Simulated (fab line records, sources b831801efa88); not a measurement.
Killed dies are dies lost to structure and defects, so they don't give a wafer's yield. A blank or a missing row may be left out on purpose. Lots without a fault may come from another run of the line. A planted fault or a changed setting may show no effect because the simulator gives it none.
Which tool did it? | flow sky130 | 13 lots, 39 wafers sampled, at 4 steps of a route of 708

WHAT THE GAUGES READ, wafer by wafer
SKY_VT_ADJUST_PCH_TW_MEAS_10. Usual: VT_ADJUST_PCH_TW 143.3, standard deviation 0.74.
lot  | measured     | on            | VT_ADJUST_PCH_TW  | flag
L290 | day 10 12:25 | film_metro-04 | 142.8 143.8 143.0 |
L292 | day 11 04:46 | film_metro-03 | 143.8 143.5 144.2 |
L294 | day 11 15:22 | film_metro-02 | 142.1 142.5 143.0 |
L295 | day 11 23:56 | film_metro-04 | 143.1 144.5 144.0 |
L296 | day 12 11:22 | film_metro-03 | 142.9 143.6 144.1 |
L297 | day 12 18:30 | film_metro-02 | 143.4 143.5 142.7 |
L298 | day 12 23:53 | film_metro-03 | 143.8 143.6 143.9 |
L305 | day 15 07:08 | film_metro-04 | 143.8 143.2 143.3 |
L306 | day 15 14:11 | film_metro-04 | 141.7 142.9 142.6 |
L308 | day 16 05:43 | film_metro-02 | 142.0 142.0 143.4 |
L309 | day 16 12:20 | film_metro-02 | 141.5 142.0 142.0 |
L310 | day 16 19:32 | film_metro-03 | 144.1 144.4 144.4 |
L311 | day 17 07:58 | film_metro-03 | 143.6 143.6 144.0 |

SKY_LDD_N_OVL_MEAS_07. Usual: LDD_N_OVL -1.4 nm, standard deviation 1.2.
lot  | measured     | on         | LDD_N_OVL (nm) | flag
L290 | day 17 15:17 | overlay-01 | -0.9 -2.0 -0.7 |
L292 | day 18 12:01 | overlay-02 | -3.7 -3.2 -3.8 |
L294 | day 19 00:46 | overlay-02 | -2.1 -1.6 -3.5 |
L295 | day 20 05:46 | overlay-02 | -2.9 -1.3 -0.3 |
L296 | day 20 07:38 | overlay-01 | -2.4 -1.4 -2.1 |
L297 | day 20 10:58 | overlay-01 | 0.2 0.3 -1.0   |
L298 | day 20 18:01 | overlay-01 | -3.2 -5.0 -3.0 |
L305 | day 23 09:19 | overlay-01 | -2.8 -1.3 -0.8 |
L306 | day 23 17:04 | overlay-01 | -1.3 -1.4 -1.3 |
L308 | day 24 13:19 | overlay-01 | -2.1 -0.3 -2.0 |
L309 | day 24 16:08 | overlay-02 | -0.5 -1.7 -1.4 |
L310 | day 25 21:23 | overlay-01 | -1.7 -2.0 -2.8 |
L311 | day 26 01:07 | overlay-01 | -2.4 -0.8 -0.7 |

WHICH TOOL RAN EACH LOT (tool, then ch and the chambers of the sampled wafers, then the start)
lot  | SKY_SONOS_ONO_ETCH_15              | SKY_RES_PROTECT_STRIP_07
L290 | rie_diel-01 ch 0,3, day 12 18:26   | plasma_asher-02 ch 0,1, day 15 04:58
L292 | rie_diel-02 ch 1,2, day 13 12:17   | plasma_asher-03 ch 0, day 16 00:44
L294 | rie_diel-02 ch 1,2, day 13 21:29   | plasma_asher-04 ch 0,1, day 16 09:45
L295 | rie_diel-01 ch 2,3, day 14 07:59   | plasma_asher-03 ch 0,1, day 17 11:06
L296 | rie_diel-01 ch 0,1,2, day 14 21:32 | plasma_asher-04 ch 0,1, day 17 11:58
L297 | rie_diel-01 ch 0,1, day 15 02:34   | plasma_asher-02 ch 0,1, day 17 14:10
L298 | rie_diel-02 ch 0,1, day 15 08:52   | plasma_asher-04 ch 0,1, day 17 19:56
L305 | rie_diel-01 ch 0,1,2, day 17 23:58 | plasma_asher-04 ch 0,1, day 20 17:32
L306 | rie_diel-01 ch 0,2, day 18 06:04   | plasma_asher-04 ch 0,1, day 20 23:24
L308 | rie_diel-04 ch 0,2,3, day 19 00:20 | plasma_asher-04 ch 0,1, day 21 20:03
L309 | rie_diel-02 ch 0,3, day 19 05:55   | plasma_asher-03 ch 0,1, day 22 01:48
L310 | rie_diel-02 ch 1,2, day 20 13:31   | plasma_asher-04 ch 0,1, day 23 07:15
L311 | rie_diel-02 ch 0,1,2, day 20 14:43 | plasma_asher-04 ch 0,1, day 23 08:47
- SKY_SONOS_ONO_ETCH_15: etches the open film in CHF3/O2, target depth 19.52 nm, time 7.8 s.
- SKY_RES_PROTECT_STRIP_07: strips in O2/N2.

WHAT THE TOOLS THEMSELVES READ (means of the sampled wafers that have a number; where no wafer has one, the mark that the record gives instead)
SKY_SONOS_ONO_ETCH_15. Usual: bias_w 200.1 W, standard deviation 0.62; drypump_motor_current_A 5.7 A, standard deviation 0.47; oes_product_au 0.997 a.u., standard deviation 0.011; throttle_valve_pct 8.824 %, standard deviation 0.0087.
lot  | tool        | bias_w (W) | drypump_motor_current_A (A) | oes_product_au (a.u.) | throttle_valve_pct (%) | flag
L290 | rie_diel-01 | 201.1      | 5.3                         | 0.995                 | 8.831                  |
L292 | rie_diel-02 | 200.2      | 6.1                         | 0.985                 | 8.823                  |
L294 | rie_diel-02 | 199.7      | 6.1                         | 0.987                 | 8.820                  |
L295 | rie_diel-01 | 200.7      | 5.9                         | 0.999                 | 8.824                  |
L296 | rie_diel-01 | 200.3      | 5.4                         | 1.003                 | 8.824                  |
L297 | rie_diel-01 | 200.4      | 5.0                         | 1.001                 | 8.825                  |
L298 | rie_diel-02 | 200.5      | 5.9                         | 0.986                 | 8.822                  |
L305 | rie_diel-01 | 200.2      | 5.4                         | 0.929                 | 8.803                  | OFF
L306 | rie_diel-01 | 200.3      | 5.2                         | 0.837                 | 8.782                  | OFF
L308 | rie_diel-04 | 200.4      | 5.9                         | 1.000                 | 8.821                  |
L309 | rie_diel-02 | 199.9      | 5.3                         | 0.988                 | 8.824                  |
L310 | rie_diel-02 | 200.3      | 5.8                         | 0.993                 | 8.818                  |
L311 | rie_diel-02 | 199.9      | 5.7                         | 0.988                 | 8.826                  |

SKY_RES_PROTECT_STRIP_07. Usual: drypump_motor_current_A 5.7 A, standard deviation 0.35; oes_product_au 0.516 a.u., standard deviation 0.0046; strip_time_to_endpoint_s 23.40 s, standard deviation 0.041.
lot  | tool            | drypump_motor_current_A (A) | oes_product_au (a.u.) | strip_time_to_endpoint_s (s) | flag
L290 | plasma_asher-02 | 5.6                         | 0.514                 | 23.38                        |
L292 | plasma_asher-03 | 5.1                         | 0.515                 | 23.37                        |
L294 | plasma_asher-04 | 5.9                         | 0.516                 | 23.44                        |
L295 | plasma_asher-03 | 5.3                         | 0.512                 | 23.42                        |
L296 | plasma_asher-04 | 5.9                         | 0.515                 | 23.38                        |
L297 | plasma_asher-02 | 5.5                         | 0.514                 | 23.38                        |
L298 | plasma_asher-04 | 6.1                         | 0.516                 | 23.39                        |
L305 | plasma_asher-04 | 6.1                         | 0.515                 | 23.40                        |
L306 | plasma_asher-04 | 5.9                         | 0.514                 | 23.36                        |
L308 | plasma_asher-04 | 6.1                         | 0.516                 | 23.38                        |
L309 | plasma_asher-03 | 5.4                         | 0.518                 | 23.36                        |
L310 | plasma_asher-04 | 5.9                         | 0.518                 | 23.41                        |
L311 | plasma_asher-04 | 5.9                         | 0.516                 | 23.47                        |

THE ANSWER, worked out from the rows above alone
Rule: a lot is off if the mean of its wafers that have a number lies more than 3 standard deviations from the usual mean. A lot without any number at a reading at which 4 lots or more have one is off too. The other lots that the step has rows for count as sound. The gauges are gone through in route order, then the tools' own readings, and for those a lot's mean is taken as printed above. The first step at which some lot is off is used, and at that step the reading that is off furthest; a lot without a number counts as furthest.
Off: L305, L306, at SKY_SONOS_ONO_ETCH_15 (oes_product_au).
A tool fits if, at that step or a process step before it, it ran every lot that is off, and no sound lot after the first of them. One fits: rie_diel-01 at SKY_SONOS_ONO_ETCH_15. Its last sound lot is L297 (day 15 02:34), its first lot that is off L305 (day 17 23:58): a fault that began between those two fits.
The tool's own readings at SKY_SONOS_ONO_ETCH_15 bear it out: on the lots that are off they differ by more than 5 times the standard deviation of the sound lots' means. oes_product_au reads 0.883 a.u. there against 0.993 a.u. on the sound lots; throttle_valve_pct reads 8.793 % there against 8.823 % on the sound lots.

WHAT THE SIMULATOR HAD PUT IN
Process parameter drift: rie_diel-01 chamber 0, from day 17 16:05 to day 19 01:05, at SKY_SONOS_ONO_ETCH_15. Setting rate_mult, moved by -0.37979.
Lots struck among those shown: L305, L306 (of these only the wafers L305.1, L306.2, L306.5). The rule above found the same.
